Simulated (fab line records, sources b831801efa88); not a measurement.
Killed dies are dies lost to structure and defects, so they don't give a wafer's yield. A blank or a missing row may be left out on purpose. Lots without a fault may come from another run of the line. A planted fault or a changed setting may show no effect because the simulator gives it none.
fab line records | flow sky130 | part 2 of 2: steps 36 to 47 of 47
record lots=5 wafers=15 last_day=50
route steps=708 shown NWELL@79 PWDE@84 VT_ADJUST_HVTP@85 VT_ADJUST_LVTN@97 VT_ADJUST_NCORE@119
lots that met no fault: from a run of the same line without faults
start_h: hours from the record's first day to the start of the lot's first wafer shown | wait_h: hours since the lot's step before | " the same as in the row above | L1.1+2: a row that stands for several wafers | - no value, or no start given | * or withheld: withheld | < > ~ a bound
route shown NAME@n: a module of which the file shows steps, and the number in the route of the first | usual: mean/standard deviation of fault-free wafers | same: alike in all rows | chamber/n: place in a boat | sites: the reading at each site | _std_site: their standard deviation | _edge_site: outer sites' mean less inner sites' | radius_mm: how far each site lies from the wafer's centre | mask NAME#n: copy n | behind: the tool/chamber that last shaped the wafer | hold: why the lot was held/for how many hours/how that ended | device: the transistor (n, p or np) that didn't switch | end of line: the same wafers' tests at the end of the route | a step without rows: its recipe alone | killed: dies lost to structure and defects at the first sort, not the wafer's yield | map: a wafer's dies, x killed, . not, _ none there
set.NAME: the setting as run; set.NAME@STEP: as run at that earlier step | model.NAME: the simulator's own value behind a step, which no gauge read
lots at some steps of the route; a table a step, a row a wafer
services: from which hour (start_h, from the record's first day; less than 0 if before it) a tool's chamber was out of use, for how many hours, and why
## steps
# step SKY_VT_ADJUST_LVTN_OVL_MEAS_18
# usual VT_ADJUST_LVTN_01_OVL=-0.5/1.6
# columns lot.wafer tool chamber start_h wait_h VT_ADJUST_LVTN_01_OVL[nm]
L077.2 overlay-01 - 182.70 0.1 -0.4
L077.3 " - " " 0.8
L077.6 " - " " -0.6
L078.2 overlay-02 - 189.85 0.1 -0.6
L078.4 " - " " -2.0
L078.5 " - " " -0.2
L079.1 overlay-02 - 196.05 0.1 -0.5
L079.2 " - " " -0.5
L079.6 " - " " 1.5
L092.1 overlay-02 - 286.15 0.1 1.7
L092.3 " - " " 2.2
L092.5 " - " " 3.0
L096.1 overlay-01 - 310.85 0.1 -0.9
L096.2 " - " " -0.5
L096.4 " - " " -0.2
# step SKY_VT_ADJUST_LVTN_IMPLANT_19
# recipe species=B energy_kev=30 dose_cm2=6.5e+11 tilt_deg=withheld
# usual beam_on_s=9.99/0.2
# columns lot.wafer tool chamber start_h wait_h beam_on_s
L077.2 implanter-04 0 182.76 0.0 9.55
L077.3 " 0 " " 9.82
L077.6 " 0 " " 9.66
L078.2 implanter-02 0 189.91 0.0 9.98
L078.4 " 0 " " 9.64
L078.5 " 0 " " 10.06
L079.1 implanter-02 0 196.43 0.4 10.01
L079.2 " 0 " " 9.87
L079.6 " 0 " " 9.84
L092.1 implanter-01 0 286.18 0.0 10.23
L092.3 " 0 " " 9.98
L092.5 " 0 " " 9.98
L096.1 implanter-04 0 310.88 0.0 10.23
L096.2 " 0 " " 10.18
L096.4 " 0 " " 10.28
# step SKY_VT_ADJUST_LVTN_STRIP_20
# recipe chemistry=O2/N2 power_w=1400 pressure_mtorr=1500 platen_temp_c=withheld o2_flow_sccm=3000 n2_flow_sccm=300 overash_fraction=0.5
# usual drypump_motor_current_A=5.5/0.36 oes_product_au=0.715/0.0044 strip_time_to_endpoint_s=14.17/0.034
# columns lot.wafer tool chamber start_h wait_h drypump_motor_current_A oes_product_au rf_hours_counter_h strip_time_to_endpoint_s
L077.2 plasma_asher-02 1 182.88 0.1 5.1 0.719 48 14.15
L077.3 " 1 " " 5.1 0.723 - 14.19
L077.6 " 0 " " 5.2 0.709 - 14.20
L078.2 plasma_asher-02 1 190.03 0.1 5.2 0.709 49 14.22
L078.4 " 1 " " 5.2 0.717 - 14.18
L078.5 " 0 " " 5.2 0.718 - 14.20
L079.1 plasma_asher-04 0 196.58 0.1 6.0 0.714 50 14.19
L079.2 " 1 " " 6.0 0.714 50 14.20
L079.6 " 1 " " 6.0 0.703 - 14.22
L092.1 plasma_asher-02 0 286.33 0.1 5.2 0.720 58 14.18
L092.3 " 1 " " 5.1 0.714 - 14.19
L092.5 " 0 " " 5.2 0.716 - 14.18
L096.1 plasma_asher-04 1 311.03 0.1 6.0 0.713 63 14.14
L096.2 " 0 " " 6.0 0.714 63 14.16
L096.4 " 0 " " 6.0 0.721 - 14.16
# step SKY_VT_ADJUST_LVTN_TW_MEAS_21
# usual VT_ADJUST_LVTN_2_TW=186.4/1.3
# columns lot.wafer tool chamber start_h wait_h VT_ADJUST_LVTN_2_TW
L077.2 film_metro-01 - 183.03 0.1 184.9
L077.3 " - " " 185.1
L077.6 " - " " 184.8
L078.2 film_metro-02 - 190.14 0.1 185.2
L078.4 " - " " 187.2
L078.5 " - " " 186.0
L079.1 film_metro-01 - 196.68 0.1 186.0
L079.2 " - " " 184.7
L079.6 " - " " 184.7
L092.1 film_metro-03 - 286.43 0.1 186.1
L092.3 " - " " 187.5
L092.5 " - " " 186.8
L096.1 film_metro-01 - 311.13 0.1 185.9
L096.2 " - " " 185.4
L096.4 " - " " 184.2
# step SKY_VT_ADJUST_NCORE_DEHYDRATE_00
# recipe temp_c=200 time_s=60
# columns lot.wafer tool chamber start_h wait_h
L077.2+3+6 litho_track-02 0 193.07 10.0
L078.2+4+5 litho_track-02 0 200.07 9.9
L079.1+2+6 litho_track-02 0 206.40 9.7
L092.1+3+5 litho_track-02 0 296.45 10.0
L096.1+2+4 litho_track-02 0 325.20 14.1
# step SKY_VT_ADJUST_NCORE_HMDS_01
# recipe prime_time_s=60 prime_temp_c=120
# columns lot.wafer tool chamber start_h wait_h
L077.2+3+6 litho_track-02 0 193.22 0.1
L078.2+4+5 litho_track-02 0 200.22 0.1
L079.1+2+6 litho_track-02 0 206.55 0.1
L092.1+3+5 litho_track-02 0 296.60 0.1
L096.1+2+4 litho_track-02 0 325.35 0.1
# step SKY_VT_ADJUST_NCORE_COAT_02
# recipe resist=NOVOLAK spin_rpm=3000 resist_thk_nm=1140
# columns lot.wafer tool chamber start_h wait_h
L077.2+3+6 litho_track-02 0 193.37 0.1
L078.2+4+5 litho_track-02 0 200.37 0.1
L079.1+2+6 litho_track-02 0 206.70 0.1
L092.1+3+5 litho_track-02 0 296.75 0.1
L096.1+2+4 litho_track-02 0 325.50 0.1
# step SKY_VT_ADJUST_NCORE_SOFTBAKE_03
# recipe temp_c=88.97 time_s=60 resist=NOVOLAK
# columns lot.wafer tool chamber start_h wait_h
L077.2+3+6 litho_track-02 0 193.52 0.1
L078.2+4+5 litho_track-02 0 200.52 0.1
L079.1+2+6 litho_track-02 0 206.85 0.1
L092.1+3+5 litho_track-02 0 296.90 0.1
L096.1+2+4 litho_track-02 0 325.65 0.1
# step SKY_VT_ADJUST_NCORE_EXPOSE_04
# recipe mask_id=LVTN_COMPLEMENT_THIN na=0.6 source_shape=conventional sigma_outer=0.6 polarization=unpolarized target_cd_nm=380 dose_mj=141.6
# columns lot.wafer tool chamber start_h wait_h mask
L077.2+3+6 iline_stepper-02 0 - - LVTN_COMPLEMENT_THIN#0
L078.2+4+5 iline_stepper-01 0 - - LVTN_COMPLEMENT_THIN#0
L079.1+2+6 iline_stepper-01 0 - - LVTN_COMPLEMENT_THIN#0
L092.1+3+5 iline_stepper-02 0 - - LVTN_COMPLEMENT_THIN#0
L096.1+2+4 iline_stepper-02 0 - - LVTN_COMPLEMENT_THIN#0
# step SKY_VT_ADJUST_NCORE_PEB_05
# recipe temp_c=withheld time_s=* resist=NOVOLAK
# columns lot.wafer tool chamber start_h wait_h
L077.2+3+6 litho_track-04 0 - -
L078.2+4+5 litho_track-04 0 - -
L079.1+2+6 litho_track-03 0 - -
L092.1+3+5 litho_track-02 0 - -
L096.1+2+4 litho_track-02 0 - -
# step SKY_VT_ADJUST_NCORE_DEVELOP_06
# recipe resist=NOVOLAK developer=TMAH develop_time_s=60 dev_temp_c=23
# columns lot.wafer tool chamber start_h wait_h
L077.2+3+6 litho_track-04 0 203.91 0.1
L078.2+4+5 litho_track-04 0 211.16 0.1
L079.1+2+6 litho_track-03 0 217.55 0.1
L092.1+3+5 litho_track-02 0 308.20 0.1
L096.1+2+4 litho_track-02 0 338.20 0.1
# step SKY_VT_ADJUST_NCORE_CD_MEAS_07
# recipe target_cd_nm=380
# usual cd_nm=380.1/2.1
# columns lot.wafer tool chamber start_h wait_h cd_nm
L077.2 cd_sem-02 - 204.06 0.1 378.5
L077.3 " - " " 377.1
L077.6 " - " " 379.6
L078.2 cd_sem-01 - 211.31 0.1 380.7
L078.4 " - " " 381.2
L078.5 " - " " 381.4
L079.1 cd_sem-02 - 217.70 0.1 381.2
L079.2 " - " " 380.7
L079.6 " - " " 380.8
L092.1 cd_sem-01 - 308.35 0.1 380.2
L092.3 " - " " 380.5
L092.5 " - " " 381.4
L096.1 cd_sem-01 - 338.35 0.1 379.6
L096.2 " - " " 376.3
L096.4 " - " " 379.9
## services
# columns tool chamber start_h hours kind
plasma_asher-03 - 108.75 9.0 pm
implanter-04 - 110.37 1.8 repair
iline_stepper-01 - 113.33 8.9 pm
implanter-01 - 118.25 128.9 pm
plasma_asher-02 - 138.18 0.9 repair
iline_stepper-01 - 154.26 1.7 pm
wet_bench-01 - 156.84 0.9 repair
iline_stepper-02 - 184.41 4.4 pm
implanter-04 - 195.20 4.1 repair
iline_stepper-02 - 195.75 28.9 pm
implanter-04 - 211.46 3.8 pm
plasma_asher-03 - 212.11 17.1 repair
implanter-01 - 247.13 1.6 pm
implanter-04 - 251.78 1.0 repair
iline_stepper-02 - 267.20 1.7 pm
plasma_asher-02 - 270.27 10.1 repair
implanter-01 - 288.47 3.4 repair
plasma_asher-03 - 301.46 10.7 repair
implanter-01 - 306.89 6.5 repair
plasma_asher-02 - 321.00 0.9 repair
iline_stepper-02 - 326.76 4.3 repair
plasma_asher-03 - 331.70 2.5 repair
implanter-04 - 336.07 3.3 repair
iline_stepper-02 - 337.99 8.9 pm
